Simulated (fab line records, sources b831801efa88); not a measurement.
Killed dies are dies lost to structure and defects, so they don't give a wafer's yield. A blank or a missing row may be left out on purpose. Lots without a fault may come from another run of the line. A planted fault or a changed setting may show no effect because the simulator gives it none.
Chamber matching | flow sky130 | SKY_LI_CONTACT_CMP_24 on cmp-02: 4 sister chambers
The step polishes, stops on PSG, t overpolish 20 s, target thk 0 nm. 8 wafers are shown with their chamber, then 7 later ones without.

WAFERS WITH THEIR CHAMBER
wafer  | chamber | motor_current_A (A) | time_to_endpoint_s (s)
L994.5 | 0       | 10.6                | 93
L995.5 | 1       | 10.0                | 93
L997.1 | 2       | 10.5                | 90
L997.2 | 3       | 11.1                | 91
L997.5 | 1       | 9.8                 | 90
L998.2 | 3       | 10.9                | 91
L998.3 | 0       | 11.6                | 92
L998.5 | 2       | 10.4                | 89

WAFERS WITHOUT THEIR CHAMBER
wafer  | motor_current_A (A) | time_to_endpoint_s (s)
L107.2 | 10.1                | 96
L113.1 | 10.2                | 96
L113.2 | 10.8                | 99
L113.5 | 11.1                | 101
L115.1 | 11.3                | 102
L115.3 | 9.8                 | 107
L115.4 | 11.0                | 100

WHICH CHAMBER EACH WENT THROUGH
wafer  | from the rows above               | in truth
L107.2 | can't be placed: 1 or 0 or 3 or 2 | 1
L113.1 | can't be placed: 0 or 1 or 3 or 2 | 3
L113.2 | can't be placed: 0 or 3 or 1      | 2
L113.5 | can't be placed: 0 or 3 or 1      | 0
L115.1 | can't be placed: 0 or 3 or 1      | 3
L115.3 | can't be placed: 0 or 1 or 3      | 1
L115.4 | can't be placed: 0 or 3 or 1      | 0
Placed correctly: 0 of 7. Can't be placed from these rows: 7 (the true chamber is among the candidates in 6). Placed wrongly: 0.
How it was worked out, from the rows above alone: a wafer's distance from a chamber is the root of the sum, over the readings, of the square of ((its reading less the chamber's mean) divided by the reading's scatter). The wafer belongs to the nearest chamber; if the next one is less than 2 further off, it can't be placed. A chamber's mean is the mean of its shown wafers. The scatter: the root of (the sum of the squares of (reading less its chamber's mean) over the shown wafers, divided by (wafers less chambers)).
